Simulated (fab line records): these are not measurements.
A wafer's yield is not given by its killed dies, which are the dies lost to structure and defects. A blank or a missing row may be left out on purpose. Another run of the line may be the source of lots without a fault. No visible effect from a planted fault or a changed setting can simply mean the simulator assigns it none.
fab line records    flow sky130
[record] lots = 6  wafers = 18  last-day = 50
route steps=708 shown LDD_N@252 LDD_P@255 LDD_HVN@267 PAD_OPEN@708
lots that met no fault: taken from a fault-free run of the same line
start-h: the number of hours between the record's first day and the start of the first shown wafer of the lot    wait-h: how many hours have passed since the lot's step before this one    " identical to the entry in the row above    L1.1+2: a row that stands for several wafers    - no value present, or no start provided    * or withheld: withheld    < > ~ a bound
route shown NAME@n: names a module that has steps shown in the file, with the first one's number in the route    usual: mean/standard deviation taken from wafers without a fault    same: alike in all rows    chamber/n: place in a boat    sites: readings site by site    _std_site: the values' standard deviation    _edge_site: outer sites' mean less inner sites'    radius-mm: how far each site lies from the wafer's centre    mask NAME#n: copy n    behind: the last tool/chamber to shape the wafer    hold: what put the lot on hold/how long, in hours/how the hold closed    device: names the non-switching transistor (n, p or np)    end of line: the same wafers' tests at the end of the route    a step with no rows: only its recipe    killed: not the wafer's yield, but the dies lost to structure and defects at the first sort    map: the dies of a wafer, with x for killed, . for not killed, _ for no die there
set.NAME: the setting as run; set.NAME@STEP: as run at that earlier step    model.NAME: the simulator's own value behind a step, which no gauge read
lots at some steps of the route; a table a step, a row a wafer
services: the hour from which a tool's chamber was out of use, counted from the record's first day as start-h (under 0 if before that day), plus the number of hours and why
[[steps]]
[step SKY_LDD_N_IMPLANT_15]
[recipe] species = BF2  energy-kev = 50  dose-cm2 = 5e+12  tilt-deg = 30  rotation-deg = 270
[step SKY_LDD_N_STRIP_16]
[recipe] chemistry = O2/N2  power-w = 1400  pressure-mtorr = 1500  platen-temp-c = withheld  o2-flow-sccm = 3000  n2-flow-sccm = 300  overash-fraction = 0.5
[usual] drypump-motor-current-A = 5.4/0.34  oes-product-au = 0.406/0.0042  strip-time-to-endpoint-s = 4.309/0.016
lot.wafer  tool             chamber  start-h  wait-h  drypump-motor-current-A  oes-product-au  rf-hours-counter-h  strip-time-to-endpoint-s
L182.1     plasma-asher-04  0        484.78   0.1     5.6                      0.405           67                  4.332
L182.2     "                1        "        "       5.0                      0.411           67                  4.326
L182.3     "                0        "        "       5.6                      0.412           -                   4.342
L189.3     plasma-asher-04  1        543.29   0.1     5.1                      0.410           -                   4.302
L189.4     "                0        "        "       5.6                      0.398           -                   4.311
L189.6     "                1        "        "       5.0                      0.407           -                   4.291
L193.1     plasma-asher-02  1        579.41   0.1     4.7                      0.404           90                  4.298
L193.5     "                1        "        "       4.7                      0.412           -                   4.310
L193.6     "                0        "        "       5.9                      0.404           -                   4.335
L194.2     plasma-asher-01  0        583.88   0.1     5.5                      0.408           45                  4.318
L194.3     "                0        "        "       5.4                      0.402           -                   4.314
L194.5     "                0        "        "       5.4                      0.408           -                   4.317
L195.1     plasma-asher-01  0        590.88   0.1     5.5                      0.408           46                  4.307
L195.4     "                1        "        "       5.5                      0.409           -                   4.301
L195.5     "                0        "        "       5.5                      0.416           -                   4.318
L196.4     plasma-asher-02  1        594.76   0.1     4.7                      0.407           -                   4.312
L196.5     "                1        "        "       4.7                      0.403           -                   4.326
L196.6     "                0        "        "       5.9                      0.410           -                   4.326
[step SKY_LDD_N_TW_MEAS_17]
[usual] LDD_N_TW = 2589/14
lot.wafer  tool           chamber  start-h  wait-h  LDD_N_TW
L182.1     film-metro-01  -        484.88   0.1     2583
L182.2     "              -        "        "       2607
L182.3     "              -        "        "       2600
L189.3     film-metro-02  -        543.38   0.1     2572
L189.4     "              -        "        "       2566
L189.6     "              -        "        "       2565
L193.1     film-metro-02  -        579.51   0.1     2573
L193.5     "              -        "        "       2560
L193.6     "              -        "        "       2560
L194.2     film-metro-01  -        583.99   0.1     2611
L194.3     "              -        "        "       2601
L194.5     "              -        "        "       2602
L195.1     film-metro-01  -        590.98   0.1     2577
L195.4     "              -        "        "       2596
L195.5     "              -        "        "       2596
L196.4     film-metro-02  -        594.96   0.2     2560
L196.5     "              -        "        "       2573
L196.6     "              -        "        "       2570
[step SKY_LDD_P_DEHYDRATE_00]
[recipe] temp-c = 200  time-s = 60
[step SKY_LDD_P_HMDS_01]
[recipe] prime-time-s = 60  prime-temp-c = 120
[step SKY_LDD_P_COAT_02]
[recipe] resist = NOVOLAK  spin-rpm = 3000  resist-thk-nm = 1140
[step SKY_LDD_P_SOFTBAKE_03]
[recipe] temp-c = 90  time-s = 60  resist = NOVOLAK
[step SKY_LDD_P_EXPOSE_04]
[recipe] mask-id = PSDM  na = 0.6  source-shape = conventional  sigma-outer = 0.6  polarization = unpolarized  target-cd-nm = 380  dose-mj = 138
[step SKY_LDD_P_PEB_05]
[recipe] temp-c = withheld  time-s = *  resist = NOVOLAK
[step SKY_LDD_P_DEVELOP_06]
[recipe] resist = NOVOLAK  developer = TMAH  develop-time-s = 60  dev-temp-c = 23
[step SKY_LDD_P_CD_MEAS_07]
[recipe] target-cd-nm = 380
[usual] cd-nm = 380.4/2.1
lot.wafer  tool       chamber  start-h  wait-h  cd-nm
L182.1     cd-sem-02  -        515.99   0.1     382.3
L182.2     "          -        "        "       380.0
L182.3     "          -        "        "       382.4
L189.3     cd-sem-02  -        573.03   0.1     382.8
L189.4     "          -        "        "       383.9
L189.6     "          -        "        "       384.4
L193.1     cd-sem-01  -        608.42   0.1     377.3
L193.5     "          -        "        "       377.4
L193.6     "          -        "        "       379.7
L194.2     cd-sem-01  -        612.36   0.1     378.4
L194.3     "          -        "        "       378.9
L194.5     "          -        "        "       379.7
L195.1     cd-sem-01  -        618.29   0.1     379.5
L195.4     "          -        "        "       379.5
L195.5     "          -        "        "       379.3
L196.4     cd-sem-01  -        623.78   0.1     379.1
L196.5     "          -        "        "       380.7
L196.6     "          -        "        "       378.5
[step SKY_LDD_P_OVL_MEAS_08]
[usual] LDD_P_OVL = -1.8/1.4
lot.wafer  tool        chamber  start-h  wait-h  LDD_P_OVL[nm]
L182.1     overlay-02  -        516.11   0.1     -1.7
L182.2     "           -        "        "       -1.9
L182.3     "           -        "        "       -2.4
L189.3     overlay-01  -        573.13   0.1     -1.8
L189.4     "           -        "        "       -4.2
L189.6     "           -        "        "       0.2
L193.1     overlay-01  -        608.54   0.1     -2.3
L193.5     "           -        "        "       0.0
L193.6     "           -        "        "       -1.0
L194.2     overlay-01  -        612.47   0.1     0.1
L194.3     "           -        "        "       0.2
L194.5     "           -        "        "       0.1
L195.1     overlay-01  -        618.41   0.1     -1.6
L195.4     "           -        "        "       0.6
L195.5     "           -        "        "       -1.6
L196.4     overlay-02  -        623.85   0.1     -1.1
L196.5     "           -        "        "       -1.9
L196.6     "           -        "        "       -0.2
[step SKY_LDD_P_IMPLANT_09]
[recipe] species = BF2  energy-kev = 25  dose-cm2 = 1e+13  tilt-deg = withheld
[usual] beam-on-s = 9.99/0.2  faraday-current-uA = 56.5/1.1
lot.wafer  tool          chamber  start-h  wait-h  beam-on-s  faraday-current-uA
L182.1     implanter-01  0        516.15   0.0     10.26      55.0
L182.2     "             0        "        "       10.20      55.5
L182.3     "             0        "        "       10.10      55.9
L189.3     implanter-03  0        573.20   0.1     10.03      56.3
L189.4     "             0        "        "       9.97       56.7
L189.6     "             0        "        "       10.10      55.6
L193.1     implanter-01  0        608.57   0.0     8.00       70.6
L193.5     "             0        "        "       8.01       70.0
L193.6     "             0        "        "       7.79       72.2
L194.2     implanter-02  0        612.52   0.0     9.87       57.2
L194.3     "             0        "        "       9.87       56.8
L194.5     "             0        "        "       9.92       56.9
L195.1     implanter-01  0        618.45   0.0     7.87       71.7
L195.4     "             0        "        "       8.18       69.0
L195.5     "             0        "        "       8.22       68.5
L196.4     implanter-03  0        623.95   0.1     10.06      56.0
L196.5     "             0        "        "       9.82       57.6
L196.6     "             0        "        "       9.86       57.3
[step SKY_LDD_P_STRIP_10]
[recipe] chemistry = O2/N2  power-w = 1400  pressure-mtorr = 1500  platen-temp-c = withheld  o2-flow-sccm = 3000  n2-flow-sccm = 300  overash-fraction = 0.5
[usual] drypump-motor-current-A = 5.5/0.4  oes-product-au = 0.715/0.0049  strip-time-to-endpoint-s = 14.16/0.039
lot.wafer  tool             chamber  start-h  wait-h  drypump-motor-current-A  oes-product-au  rf-hours-counter-h  strip-time-to-endpoint-s
L182.1     plasma-asher-01  1        516.30   0.1     5.6                      0.713           39                  14.18
L182.2     "                0        "        "       5.4                      0.709           39                  14.17
L182.3     "                0        "        "       5.5                      0.722           -                   14.16
L189.3     plasma-asher-03  0        573.33   0.1     6.0                      0.718           -                   14.13
L189.4     "                1        "        "       5.6                      0.711           -                   14.15
L189.6     "                0        "        "       6.0                      0.718           -                   14.16
L193.1     plasma-asher-03  1        608.72   0.1     5.5                      0.715           16                  14.20
L193.5     "                1        "        "       5.6                      0.720           -                   14.20
L193.6     "                0        "        "       6.0                      0.717           -                   14.17
L194.2     plasma-asher-01  0        612.65   0.1     5.4                      0.713           49                  14.15
L194.3     "                0        "        "       5.4                      0.721           -                   14.14
L194.5     "                1        "        "       5.5                      0.721           -                   14.17
L195.1     plasma-asher-03  1        618.60   0.1     5.5                      0.712           18                  14.19
L195.4     "                1        "        "       5.6                      0.709           -                   14.25
L195.5     "                0        "        "       6.0                      0.717           -                   14.20
L196.4     plasma-asher-01  0        624.06   0.1     5.4                      0.717           -                   14.13
L196.5     "                1        "        "       5.5                      0.708           -                   14.15
L196.6     "                0        "        "       5.4                      0.710           -                   14.15
[step SKY_LDD_P_TW_MEAS_11]
[usual] LDD_P_TW = 635/5.1
lot.wafer  tool           chamber  start-h  wait-h  LDD_P_TW
L182.1     film-metro-03  -        516.40   0.1     626
L182.2     "              -        "        "       626
L182.3     "              -        "        "       628
L189.3     film-metro-02  -        573.42   0.1     639
L189.4     "              -        "        "       637
L189.6     "              -        "        "       635
L193.1     film-metro-02  -        608.82   0.1     594
L193.5     "              -        "        "       597
L193.6     "              -        "        "       597
L194.2     film-metro-02  -        612.76   0.1     642
L194.3     "              -        "        "       639
L194.5     "              -        "        "       644
L195.1     film-metro-03  -        618.70   0.1     588
L195.4     "              -        "        "       588
L195.5     "              -        "        "       585
L196.4     film-metro-03  -        624.15   0.1     632
L196.5     "              -        "        "       636
L196.6     "              -        "        "       631
[step SKY_LDD_HVN_DEHYDRATE_00]
[recipe] temp-c = 200  time-s = 60
[step SKY_PAD_OPEN_PROBE_99]
[usual] killed_at_M0_to_M3 = 44/7.1  killed_at_M4_up = 3.1/1.9  killed-at-contacts = 25/5.8  killed-at-front-end = 16/4.5  killed-at-other = 0.3/0.52  killed-dies = 88/9.1  killed-open = 48/6.8  killed-short = 39/5.8
[same] gross-dies = 492  killed-at-back-side = 0
lot.wafer  tool       chamber  start-h  wait-h  killed_at_M0_to_M3  killed_at_M4_up  killed-at-contacts  killed-at-front-end  killed-at-other  killed-dies  killed-open  killed-short  model.etest.tip-p.rs-ohm-sq  model.etest.tip-p.rs-ohm-sq-range
L182.1     prober-01  -        1137.02  0.1     58                  8                32                  13                   0                111          54           57            6742                         122.6
L182.2     prober-01  -        1137.07  0.1     59                  4                26                  14                   0                103          51           50            6739                         304.5
L182.3     prober-01  -        1137.12  0.2     44                  8                18                  7                    0                77           41           35            6747                         161.2
L189.3     prober-01  -        1168.33  0.2     34                  5                23                  17                   0                79           37           42            6730                         121.6
L189.4     prober-01  -        1168.38  0.2     36                  2                35                  12                   1                86           49           37            6801                         170.4
L189.6     prober-01  -        1168.48  0.2     40                  1                43                  11                   0                95           47           47            6773                         221.8
L193.1     prober-01  -        1187.96  0.1     41                  4                22                  11                   0                78           44           34            8412                         349.6
L193.5     prober-01  -        1188.16  0.2     61                  1                19                  12                   0                93           59           34            8456                         303.3
L193.6     prober-01  -        1188.21  0.2     37                  3                21                  14                   1                76           41           35            8403                         209.5
L194.2     prober-02  -        1191.66  0.1     57                  4                38                  10                   0                109          59           50            6949                         148.4
L194.3     prober-02  -        1191.71  0.2     47                  4                28                  15                   0                94           51           42            6935                         170.4
L194.5     prober-02  -        1191.81  0.2     50                  5                24                  8                    0                87           49           37            6946                         201.8
L195.1     prober-01  -        1196.02  0.1     45                  2                25                  21                   0                93           42           51            8375                         237.6
L195.4     prober-01  -        1196.17  0.2     38                  3                41                  16                   0                98           65           32            8444                         248
L195.5     prober-01  -        1196.22  0.2     50                  3                30                  19                   0                102          51           51            8462                         192.3
L196.4     prober-02  -        1197.12  0.2     39                  4                21                  9                    1                74           39           35            6916                         242.2
L196.5     prober-02  -        1197.17  0.2     40                  8                21                  17                   2                88           38           48            6904                         116.1
L196.6     prober-02  -        1197.22  0.2     38                  3                21                  16                   0                78           46           32            6910                         126.8
// killed by level:class
L182.1 CONTACT:geometric-particle:open=15 METAL1:geometric-particle:short=10 VIA1:geometric-particle:open=9 METAL2:geometric-particle:short=8 CONTACT:geometric-particle:short=8 VIA2:geometric-particle:open=8 METAL4:geometric-particle:short=6 VIA3:geometric-particle:short=6
L182.2 VIA1:geometric-particle:open=15 CONTACT:geometric-particle:open=8 METAL3:geometric-particle:short=8 METAL2:geometric-particle:short=7 VIA3:geometric-particle:open=6 LOCAL_INTERCONNECT:geometric-particle:short=6 METAL1:geometric-particle:short=6 VIA1:geometric-particle:short=6
L182.3 VIA1:geometric-particle:open=10 VIA2:geometric-particle:open=8 VIA3:geometric-particle:open=7 METAL1:geometric-particle:short=5 METAL4:geometric-particle:short=5 LOCAL_INTERCONNECT:geometric-particle:short=4 LI_CONTACT:geometric-particle:open=4 METAL2:geometric-particle:short=4
L189.3 VIA1:geometric-particle:open=10 CONTACT:geometric-particle:open=7 VIA1:geometric-particle:short=7 LI_CONTACT:geometric-particle:open=6 LI_CONTACT:geometric-particle:short=5 VIA2:geometric-particle:open=5 FIELD_ISO:geometric-particle:short=4 POLY_GATE:geometric-particle:short=4
L189.4 CONTACT:geometric-particle:open=12 LI_CONTACT:geometric-particle:open=12 VIA1:geometric-particle:open=11 METAL2:geometric-particle:short=8 LOCAL_INTERCONNECT:geometric-particle:short=5 FIELD_ISO:geometric-particle:short=4 METAL1:geometric-particle:short=4 LI_CONTACT:geometric-particle:short=3
L189.6 CONTACT:geometric-particle:open=13 VIA1:geometric-particle:open=9 LOCAL_INTERCONNECT:geometric-particle:short=8 LI_CONTACT:geometric-particle:open=7 CONTACT:geometric-particle:short=7 VIA1:geometric-particle:short=6 FIELD_ISO:geometric-particle:short=5 LI_CONTACT:geometric-particle:short=5
L193.1 CONTACT:geometric-particle:open=12 VIA1:geometric-particle:open=11 METAL2:geometric-particle:short=7 VIA3:geometric-particle:open=6 VIA2:geometric-particle:short=5 FIELD_ISO:geometric-particle:short=4 POLY_GATE:geometric-particle:open=4 CONTACT:geometric-particle:short=4
L193.5 VIA1:geometric-particle:open=18 LI_CONTACT:geometric-particle:open=8 METAL1:geometric-particle:short=8 METAL2:geometric-particle:short=8 CONTACT:geometric-particle:open=7 VIA3:geometric-particle:open=6 VIA1:geometric-particle:short=5 VIA2:geometric-particle:open=5
L193.6 METAL2:geometric-particle:short=9 CONTACT:geometric-particle:open=9 VIA1:geometric-particle:open=9 LI_CONTACT:geometric-particle:open=6 LOCAL_INTERCONNECT:geometric-particle:short=6 VIA2:geometric-particle:open=5 POLY_GATE:geometric-particle:short=4 POLY_GATE:geometric-particle:open=3
L194.2 VIA1:geometric-particle:open=15 CONTACT:geometric-particle:open=12 LI_CONTACT:geometric-particle:open=8 VIA1:geometric-particle:short=8 LOCAL_INTERCONNECT:geometric-particle:short=7 VIA3:geometric-particle:open=6 VIA3:geometric-particle:short=6 CONTACT:geometric-particle:short=6
L194.3 LI_CONTACT:geometric-particle:open=11 CONTACT:geometric-particle:open=9 METAL1:geometric-particle:short=8 VIA2:geometric-particle:open=7 METAL2:geometric-particle:short=6 VIA3:geometric-particle:open=6 CONTACT:geometric-particle:short=5 VIA1:geometric-particle:short=5
L194.5 VIA1:geometric-particle:open=11 LI_CONTACT:geometric-particle:open=9 VIA1:geometric-particle:short=9 VIA3:geometric-particle:open=8 VIA2:geometric-particle:open=6 CONTACT:geometric-particle:open=6 CONTACT:geometric-particle:short=5 METAL1:geometric-particle:short=5
L195.1 VIA1:geometric-particle:open=10 METAL1:geometric-particle:short=8 FIELD_ISO:geometric-particle:open=7 FIELD_ISO:geometric-particle:short=6 CONTACT:geometric-particle:open=6 LI_CONTACT:geometric-particle:open=5 LI_CONTACT:geometric-particle:short=5 LOCAL_INTERCONNECT:geometric-particle:short=5
L195.4 CONTACT:geometric-particle:open=17 VIA1:geometric-particle:open=12 LI_CONTACT:geometric-particle:open=11 CONTACT:geometric-particle:short=7 POLY_GATE:geometric-particle:open=6 LOCAL_INTERCONNECT:geometric-particle:short=5 METAL2:geometric-particle:short=5 VIA3:geometric-particle:open=5
L195.5 VIA1:geometric-particle:open=14 METAL2:geometric-particle:short=9 CONTACT:geometric-particle:open=8 FIELD_ISO:geometric-particle:short=6 LI_CONTACT:geometric-particle:short=6 LI_CONTACT:geometric-particle:open=6 LOCAL_INTERCONNECT:geometric-particle:short=6 VIA1:geometric-particle:short=5
L196.4 VIA1:geometric-particle:open=9 METAL1:geometric-particle:short=8 CONTACT:geometric-particle:open=8 LI_CONTACT:geometric-particle:open=6 METAL3:geometric-particle:short=4 VIA2:geometric-particle:short=4 VIA2:geometric-particle:open=4 POLY_CUT:geometric-particle:open=3
L196.5 CONTACT:geometric-particle:open=10 VIA2:geometric-particle:open=8 VIA1:geometric-particle:open=7 LOCAL_INTERCONNECT:geometric-particle:short=6 METAL2:geometric-particle:short=6 FIELD_ISO:geometric-particle:short=5 POLY_GATE:geometric-particle:open=5 METAL1:geometric-particle:short=5
L196.6 CONTACT:geometric-particle:open=9 VIA3:geometric-particle:open=9 VIA1:geometric-particle:open=8 FIELD_ISO:geometric-particle:open=5 METAL1:geometric-particle:short=5 POLY_GATE:geometric-particle:open=4 CONTACT:geometric-particle:short=4 LI_CONTACT:geometric-particle:open=3
[[services]]
tool             chamber  start-h  hours  kind
implanter-02     -        468.71   3.8    repair
plasma-asher-04  -        471.13   0.5    repair
plasma-asher-03  -        473.48   14.6   pm
plasma-asher-01  -        487.77   3.3    repair
plasma-asher-03  -        488.21   2.8    repair
implanter-01     -        505.38   0.8    repair
implanter-02     -        508.42   4.0    pm
implanter-02     -        527.32   4.0    repair
implanter-03     -        531.66   2.6    repair
implanter-01     -        537.08   4.2    repair
plasma-asher-01  -        547.51   7.4    repair
implanter-01     -        570.75   5.5    repair
implanter-02     -        592.76   2.9    repair
plasma-asher-04  -        597.72   28.1   pm
[[key]]
[first-sign] step = SKY_LDD_P_IMPLANT_09  reading = faraday-current-uA  direction = up  sigmas = 13  usual = 56.5  struck = 70.3
[effect] step = SKY_LDD_P_IMPLANT_09  reading = beam-on-s  direction = down  sigmas = 9.9  usual = 9.99  struck = 8.01
[effect] step = SKY_LDD_P_TW_MEAS_11  reading = LDD_P_TW  direction = down  sigmas = 8.6  usual = 635  struck = 591
[model-effect] step = SKY_PAD_OPEN_PROBE_99  value = etest.tip-p.rs-ohm-sq  without = 6955  struck = 8425
met-at SKY_LDD_P_IMPLANT_09
struck-wafers L193.1,L193.5,L193.6,L195.1,L195.4,L195.5
tester-left-out L193,L195
onset-between 516.15 608.57
[fault] kind = process-parameter-drift  tool = implanter-01  chamber = -  onset-h = 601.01  steps = SKY_LDD_P_IMPLANT_09  channel = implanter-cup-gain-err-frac  offset = 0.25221  shape = step  end-h = 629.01
// tester-left-out: of these lots the tester's yield and bins aren't shown, on N5 and GAA mostly nor the transistor test; their killed dies are dies lost to structure and defects alone, not to doping, threshold or leakage, so they don't give the yield
